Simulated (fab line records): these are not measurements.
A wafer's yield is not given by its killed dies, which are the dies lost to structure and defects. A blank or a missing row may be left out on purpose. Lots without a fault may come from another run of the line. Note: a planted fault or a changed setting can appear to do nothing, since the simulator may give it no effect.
fab line records    flow sky130
[record] lots = 6  wafers = 18  lastDay = 50
route steps=708 shown METAL4@629 VIA4@639
lots untouched by any fault: they come from a run of this same line in which no faults occurred
startH: hours from the record's first day to the start of the lot's first wafer shown    waitH: how many hours have passed since the lot's step before this one    " repeats the value in the row above    L1.1+2: a single row standing in for several wafers    - no value present, or no start provided    * or withheld: withheld    < > ~ a bound
route shown NAME@n: names a module that has steps shown in the file, with the first one's number in the route    usual: the fault-free wafers' mean and standard deviation    same: alike in all rows    chamber/n: place in a boat    sites: the reading at each site    _std_site: the standard deviation of these    _edge_site: mean of outer sites minus mean of inner sites    radiusMm: for every site, how far away it sits from the centre of the wafer    mask NAME#n: copy n    behind: the tool/chamber that last shaped the wafer    hold: why the lot went on hold/how many hours it stayed there/how the hold came to an end    device: the n, p or np transistor that did not switch    end of line: the tests these same wafers got at the end of their route    a step without rows: its recipe alone    killed: the dies lost at the first sort to structure and to defects; this is not the yield of the wafer    map: per-die view of a wafer (x killed, . not killed, _ where there is no die)
set.NAME: the setting as run; set.NAME@STEP: as run at that earlier step    model.NAME: the simulator's own value behind a step, which no gauge read
lots seen at some steps along the route; tables by step, rows by wafer
services: a tool's chamber out of use, with start hour (startH, from the record's first day; less than 0 if before it), hours out, and reason
[[steps]]
[step SKY_METAL4_CD_MEAS_13]
[recipe] targetCdNm = 300
[usual] cdNm = 299.9/1.6
lot.wafer  tool      chamber  startH   waitH  cdNm
L362.1     cdSem-01  -        992.01   -      300.6
L362.3     "         -        "        "      300.2
L362.5     "         -        "        "      301.0
L363.2     cdSem-01  -        1002.38  -      300.4
L363.4     "         -        "        "      300.4
L363.6     "         -        "        "      300.3
L370.1     cdSem-02  -        1050.10  -      298.6
L370.2     "         -        "        "      299.3
L370.6     "         -        "        "      299.5
L371.1     cdSem-02  -        1055.11  -      300.4
L371.5     "         -        "        "      301.5
L371.6     "         -        "        "      301.4
L376.1     cdSem-02  -        1086.26  -      300.4
L376.4     "         -        "        "      299.2
L376.5     "         -        "        "      299.1
L380.1     cdSem-02  -        1115.51  -      298.2
L380.4     "         -        "        "      299.0
L380.5     "         -        "        "      296.6
[step SKY_METAL4_OVL_MEAS_14]
[usual] METAL4_OVL = 3/5.2
lot.wafer  tool        chamber  startH   waitH  METAL4_OVL[nm]
L362.1     overlay-01  -        992.13   0.1    10
L362.3     "           -        "        "      -3
L362.5     "           -        "        "      2
L363.2     overlay-01  -        1002.49  0.1    -10
L363.4     "           -        "        "      -2
L363.6     "           -        "        "      -4
L370.1     overlay-01  -        1050.22  0.1    4
L370.2     "           -        "        "      4
L370.6     "           -        "        "      10
L371.1     overlay-01  -        1055.23  0.1    11
L371.5     "           -        "        "      2
L371.6     "           -        "        "      -3
L376.1     overlay-01  -        1086.38  0.1    -5
L376.4     "           -        "        "      7
L376.5     "           -        "        "      1
L380.1     overlay-01  -        1115.63  0.1    -4
L380.4     "           -        "        "      2
L380.5     "           -        "        "      1
[step SKY_METAL4_DESCUM_15]
[recipe] chemistry = O2  sourcePowerW = 150  biasPowerW = 0  pressureMtorr = 10  tempC = 40  timeS = 8
[step SKY_METAL4_ETCH_16]
[recipe] chemistry = N2/H2  target = BARC  ionEnergyEv = 200  biasW = 100  pressureMtorr = 30  n2FlowSccm = 100  h2FlowSccm = 200  icpW = 500  stopOn = SiO2  timeS = 88.2  targetDepthA = 600
[usual] chamberPressureMTorr = 30.000/0.027  drypumpMotorCurrentA = 5.38/0.22  oesProductAu = 0.625/0.0043  throttleValvePct = 13.206/0.0095
lot.wafer  tool         chamber  startH   waitH  chamberPressureMTorr  drypumpMotorCurrentA  oesProductAu  rfHoursCounterH  throttleValvePct
L362.1     rieMetal-01  0        992.23   0.1    29.964                5.13                  0.624         7                13.228
L362.3     "            0        "        "      30.034                5.13                  0.624         -                13.198
L362.5     "            0        "        "      29.999                5.12                  0.616         -                13.201
L363.2     rieMetal-02  1        1002.55  0.0    29.988                5.45                  0.628         11               13.209
L363.4     "            1        "        "      29.995                5.46                  0.630         -                13.210
L363.6     "            1        "        "      29.959                5.44                  0.622         -                13.195
L370.1     rieMetal-02  0        1050.29  0.0    30.003                5.67                  0.624         0                13.188
L370.2     "            1        "        "      29.991                5.46                  0.626         15               13.206
L370.6     "            1        "        "      29.997                5.45                  0.620         -                13.217
L371.1     rieMetal-03  1        1055.30  0.0    29.996                5.61                  0.633         17               13.197
L371.5     "            1        "        "      29.978                5.59                  0.619         -                13.199
L371.6     "            0        "        "      30.016                5.63                  0.618         -                13.203
L376.1     rieMetal-03  1        1086.45  0.0    29.995                5.59                  0.622         20               13.211
L376.4     "            0        "        "      29.964                5.63                  0.624         -                13.190
L376.5     "            0        "        "      30.003                5.61                  0.624         -                13.211
L380.1     rieMetal-02  0        1115.70  0.0    30.021                5.67                  0.616         5                13.204
L380.4     "            1        "        "      30.009                5.45                  0.626         -                13.219
L380.5     "            0        "        "      29.988                5.68                  0.632         -                13.199
[step SKY_METAL4_ETCH_17]
[recipe] target = SiO2  stopOn = TiN  chemistry = C4F8/O2/Ar  sourceW = 1500  biasW = 1200  pressureMtorr = 40  c4f8FlowSccm = withheld  O2_flow_sccm = 6  Ar_flow_sccm = 300  timeS = 3.9  targetDepthA = 150
[step SKY_METAL4_METAL_ETCH_18]
[recipe] targetDepthA = 8450  stopOn = SiO2  overEtchFrac = 0.3  timeS = 189.4  chemistry = Cl2/BCl3  resistSidewallDeg = 88  pressureMtorr = 10  icpW = 900  biasW = 48.5  Cl2_flow_sccm = 60  bcl3FlowSccm = 30
[usual] chamberPressureMTorr = 10.000/0.0089  drypumpMotorCurrentA = 5.49/0.19  oesProductAu = 0.860/0.0083  throttleValvePct = 22.264/0.009
lot.wafer  tool         chamber  startH   waitH  chamberPressureMTorr  drypumpMotorCurrentA  oesProductAu  rfHoursCounterH  throttleValvePct
L362.1     rieMetal-02  0        992.45   0.0    10.011                5.64                  0.862         21               22.261
L362.3     "            1        "        "      9.994                 5.46                  0.866         -                22.262
L362.5     "            0        "        "      10.005                5.67                  0.870         -                22.254
L363.2     rieMetal-03  0        1002.67  0.0    10.002                5.64                  0.855         11               22.266
L363.4     "            1        "        "      9.982                 5.63                  0.855         -                22.264
L363.6     "            1        "        "      10.009                5.61                  0.863         -                22.277
L370.1     rieMetal-03  1        1050.41  0.0    10.017                5.58                  0.863         17               22.259
L370.2     "            0        "        "      10.010                5.60                  0.853         14               22.271
L370.6     "            0        "        "      9.999                 5.61                  0.854         -                22.263
L371.1     rieMetal-03  1        1055.42  0.0    9.988                 5.57                  0.875         17               22.257
L371.5     "            1        "        "      9.994                 5.59                  0.873         -                22.264
L371.6     "            0        "        "      10.001                5.63                  0.872         -                22.256
L376.1     rieMetal-01  0        1086.57  0.0    10.000                5.12                  0.871         12               22.254
L376.4     "            0        "        "      9.991                 5.11                  0.869         -                22.268
L376.5     "            0        "        "      10.009                5.12                  0.867         -                22.263
L380.1     rieMetal-03  1        1115.82  0.0    10.005                5.63                  0.849         22               22.258
L380.4     "            1        "        "      9.997                 5.63                  0.848         -                22.259
L380.5     "            1        "        "      10.005                5.65                  0.850         -                22.266
[step SKY_METAL4_STRIP_19]
[recipe] chemistry = O2/N2  powerW = 1400  pressureMtorr = 1500  platenTempC = withheld  o2FlowSccm = 3000  n2FlowSccm = 300  overashFraction = 0.5
[usual] chamberPressureMTorr = 1499.9/1.3  drypumpMotorCurrentA = 6.0/0.44  oesProductAu = 0.494/0.0063  stripTimeToEndpointS = 6.32/0.087
lot.wafer  tool            chamber  startH   waitH  chamberPressureMTorr  drypumpMotorCurrentA  oesProductAu  rfHoursCounterH  stripTimeToEndpointS
L362.1     plasmaAsher-03  0        992.63   0.1    1496.8                6.0                   0.494         122              6.31
L362.3     "               1        "        "      1500.8                6.1                   0.487         -                6.33
L362.5     "               1        "        "      1497.9                6.1                   0.495         -                6.25
L363.2     plasmaAsher-04  0        1002.84  0.1    1501.2                6.4                   0.494         88               6.39
L363.4     "               0        "        "      1498.3                6.4                   0.490         -                6.31
L363.6     "               0        "        "      1501.1                6.3                   0.495         -                6.31
L370.1     plasmaAsher-03  0        1050.59  0.1    1497.9                6.0                   0.492         127              6.26
L370.2     "               1        "        "      1499.0                6.0                   0.502         127              6.39
L370.6     "               0        "        "      1500.8                6.0                   0.495         -                6.35
L371.1     plasmaAsher-04  0        1055.60  0.1    1498.8                6.4                   0.502         94               6.31
L371.5     "               1        "        "      1497.8                4.9                   0.492         -                6.34
L371.6     "               0        "        "      1497.4                6.3                   0.510         -                6.49
L376.1     plasmaAsher-03  1        1086.75  0.1    1501.6                6.0                   0.498         1                6.27
L376.4     "               0        "        "      1501.3                6.0                   0.487         -                6.22
L376.5     "               1        "        "      1500.7                6.0                   0.484         -                6.23
L380.1     plasmaAsher-02  0        1116.05  0.2    1500.4                5.8                   0.493         39               6.31
L380.4     "               1        "        "      1500.9                6.4                   0.489         -                6.26
L380.5     "               0        "        "      1499.3                5.8                   0.498         -                6.33
[step SKY_METAL4_STRIP_20]
[recipe] chemistry = postEtchResidueRemover  timeS = 1200  tempC = 72.5
[step SKY_METAL4_CLEAN_21]
[recipe] chemistry = IPA  timeS = 180  tempC = 25
[step SKY_METAL4_CLEAN_22]
[recipe] chemistry = O3/DIW  dry = n2Spin
[step SKY_VIA4_HDPCVD_00]
[recipe] material = SiO2  targetThkNm = 1750  sigmaOpenFrac = 0.3  timeS = 291.7  tempC = 400  sih4FlowSccm = 60  pressureMtorr = 6
[step SKY_VIA4_THK_MEAS_01]
[recipe] reads = SiO2_of_VIA4_HDPCVD_00
[usual] VIA4_HDPCVD_THK = 1751/21
lot.wafer  tool          chamber  startH   waitH  VIA4_HDPCVD_THK[nm]
L362.1     filmMetro-03  -        993.40   0.1    1710
L362.3     "             -        "        "      1730
L362.5     "             -        "        "      1756
L363.2     filmMetro-01  -        1003.66  0.1    1726
L363.4     "             -        "        "      1720
L363.6     "             -        "        "      1735
L370.1     filmMetro-01  -        1051.40  0.1    1799
L370.2     "             -        "        "      1780
L370.6     "             -        "        "      1793
L371.1     filmMetro-01  -        1056.41  0.1    1769
L371.5     "             -        "        "      1782
L371.6     "             -        "        "      1768
L376.1     filmMetro-03  -        1087.52  0.1    1718
L376.4     "             -        "        "      1723
L376.5     "             -        "        "      1731
L380.1     filmMetro-03  -        1116.84  0.1    1755
L380.4     "             -        "        "      1739
L380.5     "             -        "        "      1732
[step SKY_VIA4_CMP_02]
[recipe] material = SiO2  downForcePsi = 4  platenRpm = 60  padVelocityMS = 0.94248
[usual] edgeZonePressureFrac = 1.000/0.005  headPressurePsi = 4.000/0.0092  motorCurrentA = 11.7/1.3  retainingRingPressureFrac = 1.000/0.005  slurryFlowMlMin = 150.0/0.45
lot.wafer  tool    chamber  startH   waitH  edgeZonePressureFrac  headPressurePsi  motorCurrentA  retainingRingPressureFrac  slurryFlowMlMin  model.SiO2_of_VIA4_HDPCVD_00.thkNm
L362.1     cmp-01  0        993.63   0.2    0.997                 4.009            10.5           0.997                      150.5            578.3
L362.3     "       1        "        "      1.005                 4.000            13.1           1.001                      150.1            578.7
L362.5     "       0        "        "      1.005                 4.012            10.8           0.997                      150.4            578.7
L363.4     cmp-02  3        1003.71  0.0    1.004                 4.012            11.4           0.991                      149.9            579.7
L363.2     "       1        "        "      1.004                 3.997            11.3           0.999                      150.0            579.6
L363.6     "       0        "        "      1.002                 4.010            11.1           0.999                      149.0            581.8
L370.2     cmp-02  2        1051.46  0.0    -                     -                -              -                          -                1780
L370.1     "       3        "        "      -                     -                -              -                          -                1800
L370.6     "       3        "        "      -                     -                -              -                          -                1792
L371.1     cmp-01  0        1056.60  0.2    -                     -                -              -                          -                1770
L371.5     "       0        "        "      -                     -                -              -                          -                1783
L371.6     "       1        "        "      -                     -                -              -                          -                1767
L376.1     cmp-01  1        1087.68  0.2    0.990                 4.006            13.5           1.000                      150.1            580.3
L376.4     "       3        "        "      0.998                 3.991            13.4           0.997                      150.2            579.6
L376.5     "       1        "        "      0.993                 4.002            12.9           0.997                      149.9            580
L380.1     cmp-01  1        1116.90  0.1    1.002                 4.007            13.7           1.003                      150.1            578.5
L380.4     "       0        "        "      0.994                 4.006            10.5           0.997                      150.0            580.1
L380.5     "       2        "        "      1.001                 4.015            10.4           1.005                      149.8            579.3
[step SKY_VIA4_BOW_MEAS_03]
[recipe] mode = bow
[usual] VIA4_BOW = 80/7.9
lot.wafer  tool          chamber  startH   waitH  VIA4_BOW[um]
L362.1     filmMetro-03  -        993.90   0.2    85
L362.3     "             -        "        "      83
L362.5     "             -        "        "      77
L363.2     filmMetro-01  -        1004.03  0.2    89
L363.4     "             -        "        "      73
L363.6     "             -        "        "      77
L370.1     filmMetro-03  -        1051.76  0.2    142
L370.2     "             -        "        "      161
L370.6     "             -        "        "      148
L371.1     filmMetro-03  -        1056.90  0.2    126
L371.5     "             -        "        "      128
L371.6     "             -        "        "      136
L376.1     filmMetro-03  -        1087.93  0.2    82
L376.4     "             -        "        "      76
L376.5     "             -        "        "      79
L380.1     filmMetro-03  -        1117.20  0.2    73
L380.4     "             -        "        "      88
L380.5     "             -        "        "      85
[step SKY_VIA4_DEHYDRATE_04]
[recipe] tempC = 200  timeS = 60
[step SKY_VIA4_HMDS_05]
[recipe] primeTimeS = 60  primeTempC = 120
[step SKY_VIA4_COAT_06]
[recipe] resist = NOVOLAK  spinRpm = 3000  resistThkNm = 1140
[step SKY_VIA4_SOFTBAKE_07]
[recipe] tempC = 90  timeS = 60  resist = NOVOLAK
[step SKY_VIA4_EXPOSE_08]
[recipe] maskId = VIM4  na = 0.6  sourceShape = conventional  sigmaOuter = 0.6  polarization = unpolarized  targetCdNm = 800  doseMj = 132
[step SKY_VIA4_PEB_09]
[recipe] tempC = withheld  timeS = *  resist = NOVOLAK
[step SKY_VIA4_DEVELOP_10]
[recipe] resist = NOVOLAK  developer = TMAH  developTimeS = 60  devTempC = 23
[step SKY_VIA4_OVL_MEAS_11]
[usual] VIA4_OVL = -0.4/1.4
lot.wafer  tool        chamber  startH   waitH  VIA4_OVL[nm]
L362.1     overlay-02  -        1016.76  0.1    -1.1
L362.3     "           -        "        "      1.5
L362.5     "           -        "        "      -1.6
L363.2     overlay-02  -        1026.67  0.1    1.2
L363.4     "           -        "        "      1.9
L363.6     "           -        "        "      -0.1
L370.1     overlay-01  -        1073.36  0.1    -1.2
L370.2     "           -        "        "      0.6
L370.6     "           -        "        "      2.0
L371.1     overlay-02  -        1078.16  0.1    -2.5
L371.5     "           -        "        "      -3.3
L371.6     "           -        "        "      -3.4
L376.1     overlay-01  -        1108.31  0.1    -2.3
L376.4     "           -        "        "      -0.7
L376.5     "           -        "        "      -3.0
L380.1     overlay-01  -        1136.62  0.1    0.2
L380.4     "           -        "        "      0.9
L380.5     "           -        "        "      -0.1
[step SKY_VIA4_ETCH_12]
[recipe] target = SiO2  chemistry = C4F8/O2/Ar  stopOn = TiN  maskMaterial = NOVOLAK  sourceW = 1500  biasW = 1200  pressureMtorr = 40  c4f8FlowSccm = withheld  O2_flow_sccm = 6  Ar_flow_sccm = 300  timeS = withheld  targetDepthA = 5800
[usual] chamberPressureMTorr = 40.00/0.031  oesProductAu = 0.925/0.0046
lot.wafer  tool        chamber  startH   waitH  chamberPressureMTorr  oesProductAu  model.etch.depthNm  model.VIA4.featureDepthNm
L362.1     rieDiel-04  1        1016.80  0.0    40.04                 0.927         578.3               578.3
L362.3     "           2        "        "      39.95                 0.927         578.7               578.7
L362.5     "           3        "        "      39.95                 0.924         578.7               578.7
L363.2     rieDiel-03  0        1026.70  0.0    40.02                 0.926         579.6               579.6
L363.4     "           3        "        "      39.99                 0.925         579.7               579.7
L363.6     "           0        "        "      40.01                 0.931         581.8               581.8
L370.1     rieDiel-04  3        1073.40  0.0    39.97                 1.597         644.5               644.5
L370.2     "           1        "        "      40.02                 1.633         662.6               662.6
L370.6     "           3        "        "      39.95                 1.598         643.9               643.9
L371.1     rieDiel-04  2        1078.20  0.0    40.03                 1.605         649.2               649.2
L371.5     "           3        "        "      39.97                 1.615         648.1               648.1
L371.6     "           2        "        "      39.97                 1.610         649.8               649.8
L376.1     rieDiel-02  1        1108.35  0.0    40.02                 0.925         580.3               580.3
L376.4     "           2        "        "      39.97                 0.915         579.6               579.6
L376.5     "           1        "        "      40.00                 0.931         580                 580
L380.1     rieDiel-02  0        1136.65  0.0    39.98                 0.928         578.5               578.5
L380.4     "           3        "        "      39.97                 0.924         580.1               580.1
L380.5     "           1        "        "      40.04                 0.914         579.3               579.3
[step SKY_VIA4_STRIP_13]
[recipe] chemistry = O2/N2  powerW = 1400  pressureMtorr = 1500  platenTempC = withheld  o2FlowSccm = 3000  n2FlowSccm = 300  overashFraction = 0.5
[usual] chamberPressureMTorr = 1499/8.3  drypumpMotorCurrentA = 5.6/0.62  oesProductAu = 0.710/0.0043  stripTimeToEndpointS = 12.799/0.03
lot.wafer  tool            chamber  startH   waitH  chamberPressureMTorr  drypumpMotorCurrentA  oesProductAu  rfHoursCounterH  stripTimeToEndpointS
L362.1     plasmaAsher-01  1        1016.87  -      1500                  5.0                   0.717         49               12.797
L362.3     "               0        "        "      1500                  4.8                   0.711         -                12.815
L362.5     "               0        "        "      1500                  4.8                   0.713         -                12.825
L363.2     plasmaAsher-02  0        1026.77  -      1498                  5.8                   0.714         29               12.802
L363.4     "               1        "        "      1500                  6.4                   0.712         -                12.860
L363.6     "               1        "        "      1500                  6.4                   0.714         -                12.852
L370.1     plasmaAsher-01  1        1073.47  -      1501                  5.0                   0.716         55               12.831
L370.2     "               0        "        "      1498                  4.8                   0.709         55               12.836
L370.6     "               1        "        "      1498                  5.0                   0.706         -                12.767
L371.1     plasmaAsher-02  1        1078.27  -      1500                  6.4                   0.701         35               12.784
L371.5     "               1        "        "      1498                  6.5                   0.707         -                12.841
L371.6     "               0        "        "      1498                  5.8                   0.718         -                12.840
L376.1     plasmaAsher-02  1        1108.42  -      1501                  6.4                   0.716         38               12.800
L376.4     "               0        "        "      1501                  5.8                   0.712         -                12.754
L376.5     "               0        "        "      1501                  5.8                   0.705         -                12.817
L380.1     plasmaAsher-01  0        1136.72  -      1498                  4.8                   0.706         61               12.739
L380.4     "               0        "        "      1500                  4.8                   0.710         -                12.685
L380.5     "               1        "        "      1500                  5.0                   0.703         -                12.746
[step SKY_VIA4_STRIP_14]
[recipe] chemistry = postEtchResidueRemover  timeS = 1200  tempC = 72.5
[step SKY_VIA4_CLEAN_15]
[recipe] chemistry = IPA  timeS = 180  tempC = 25
[step SKY_VIA4_CLEAN_16]
[recipe] chemistry = O3/DIW  dry = n2Spin
[step SKY_VIA4_SPUTTER_17]
[recipe] material = TiN  targetThkNm = 20  chamberPressurePa = 5  powerW = 4000  timeS = 80
[step SKY_VIA4_CVD_18]
[recipe] material = W  targetThkNm = 505  timeS = 152.14  tempC = 400  pressureTorr = 40
[usual] heaterPowerOuterW = 509/20  heaterPowerW = 831/34
lot.wafer  tool     chamber  startH   waitH  heaterPowerOuterW  heaterPowerW
L362.1     cvdW-01  0        1017.53  0.0    542                869
L362.3     "        0        "        "      550                886
L362.5     "        0        "        "      533                871
L363.2     cvdW-01  1        1027.43  0.0    507                803
L363.4     "        0        "        "      540                879
L363.6     "        1        "        "      521                813
L370.1     cvdW-01  1        1074.16  0.0    509                808
L370.2     "        0        "        "      530                850
L370.6     "        0        "        "      529                887
L371.1     cvdW-01  1        1078.93  0.0    498                817
L371.5     "        0        "        "      542                895
L371.6     "        1        "        "      512                806
L376.1     cvdW-01  1        1109.08  0.0    510                832
L376.4     "        0        "        "      525                862
L376.5     "        0        "        "      539                870
L380.1     cvdW-02  1        1137.38  0.0    494                792
L380.4     "        0        "        "      481                814
L380.5     "        0        "        "      490                834
[step SKY_VIA4_CMP_21]
[recipe] stopOn = SiO2  tOverpolishS = 25  downForcePsi = 3.5  platenRpm = 60  targetThkNm = 0  padVelocityMS = 0.94248
[usual] edgeZonePressureFrac = 0.999/0.0046  headPressurePsi = 3.501/0.0081  motorCurrentA = 10.5/1.1  retainingRingPressureFrac = 0.999/0.0046  slurryFlowMlMin = 150.0/0.43
lot.wafer  tool    chamber  startH   waitH  edgeZonePressureFrac  headPressurePsi  motorCurrentA  retainingRingPressureFrac  slurryFlowMlMin  model.SiO2_of_VIA4_HDPCVD_00.thkNm
L362.3     cmp-01  1        1017.96  0.1    0.999                 3.505            12.2           1.009                      149.5            573.2
L362.1     "       0        "        "      1.003                 3.516            9.9            1.001                      150.3            572.8
L362.5     "       2        "        "      1.003                 3.501            9.8            0.996                      149.5            573.2
L363.4     cmp-01  1        1027.76  0.0    0.997                 3.517            12.0           1.002                      149.9            574.2
L363.2     "       2        "        "      1.001                 3.495            9.6            0.998                      150.3            574.1
L363.6     "       1        "        "      0.995                 3.513            12.9           1.001                      150.2            576.3
L370.1     cmp-02  0        1074.53  0.1    1.005                 3.507            10.8           0.995                      149.6            1794
L370.2     "       1        "        "      0.996                 3.495            10.5           1.002                      150.5            1774
L370.6     "       1        "        "      0.997                 3.511            11.1           0.996                      149.7            1786
L371.1     cmp-01  3        1079.26  0.1    1.008                 3.499            11.9           1.003                      150.7            1764
L371.5     "       3        "        "      1.007                 3.500            12.2           0.997                      150.2            1778
L371.6     "       0        "        "      1.002                 3.511            9.8            0.996                      149.7            1762
L376.4     cmp-01  0        1109.46  0.1    1.002                 3.500            9.0            1.002                      149.9            574.1
L376.1     "       2        "        "      0.999                 3.500            9.4            0.999                      150.2            574.8
L376.5     "       0        "        "      1.004                 3.492            10.3           1.000                      150.1            574.5
L380.1     cmp-02  0        1137.81  0.2    0.999                 3.510            9.9            0.996                      149.5            573
L380.4     "       2        "        "      1.006                 3.507            9.4            1.009                      149.7            574.6
L380.5     "       3        "        "      1.003                 3.485            11.0           1.004                      149.8            573.8
[[services]]
tool            chamber  startH   hours  kind
plasmaAsher-02  -        970.39   4.0    repair
rieMetal-01     1        971.59   47.0   repair
plasmaAsher-01  -        983.19   2.0    repair
plasmaAsher-01  -        985.22   3.9    repair
plasmaAsher-03  -        989.98   0.9    repair
rieMetal-01     -        994.03   2.8    pm
plasmaAsher-03  -        996.05   0.3    repair
rieMetal-01     0        1018.13  6.6    repair
rieMetal-02     0        1024.76  -      clean
rieMetal-02     0        1024.76  18.8   scheduledDown
cmp-01          -        1047.15  4.0    pm
plasmaAsher-03  -        1055.05  14.6   pm
rieMetal-01     0        1059.14  10.0   repair
plasmaAsher-03  -        1069.65  9.0    pm
rieDiel-03      -        1072.41  2.8    pm
rieDiel-04      0        1074.27  4.7    repair
cmp-02          -        1084.53  4.0    pm
cmp-02          -        1085.20  1.3    repair
rieDiel-04      -        1095.60  0.4    repair
rieDiel-02      3        1101.91  6.8    repair
plasmaAsher-03  -        1109.08  2.8    pm
plasmaAsher-02  -        1126.26  1.7    repair
cmp-01          -        1126.30  19.0   pm
cmp-02          -        1129.52  1.3    repair
[[key]]
[firstSign] step = SKY_VIA4_CMP_02  reading = toolRecord  direction = missing
[effect] step = SKY_VIA4_BOW_MEAS_03  reading = VIA4_BOW  direction = up  sigmas = 7.6  usual = 80  struck = 140
[effect] step = SKY_VIA4_ETCH_12  reading = oesProductAu  direction = up  sigmas = 99+  usual = 0.925  struck = 1.609
[modelEffect] step = SKY_VIA4_CMP_02  value = SiO2_of_VIA4_HDPCVD_00.thkNm  without = 579.2  struck = 1782
[modelEffect] step = SKY_VIA4_ETCH_12  value = etch.depthNm  without = 579.2  struck = 649.7
[modelEffect] step = SKY_VIA4_CMP_21  value = SiO2_of_VIA4_HDPCVD_00.thkNm  without = 573.7  struck = 1776
metAt SKY_VIA4_CMP_02
struckWafers L370.1,L370.2,L370.6,L371.1,L371.5,L371.6
laterRowsLeftOut L370.1,L370.2,L370.6,L371.1,L371.5,L371.6
sortLeftOut L370.1,L370.2,L370.6,L371.1,L371.5,L371.6
onsetBetween 1003.71 1051.46
[fault] kind = skippedStepWhole  tool = cmp-01,cmp-02  chamber = -  onsetH = 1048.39  steps = SKY_VIA4_CMP_02  scope = struckLotsOnly
// sortLeftOut: the simulated sort isn't trusted on such a fault, so these wafers' sort isn't shown, and their yield isn't known
// laterRowsLeftOut: the simulator's readings of these wafers behind a module that went badly wrong aren't trusted and aren't shown, but for the sort
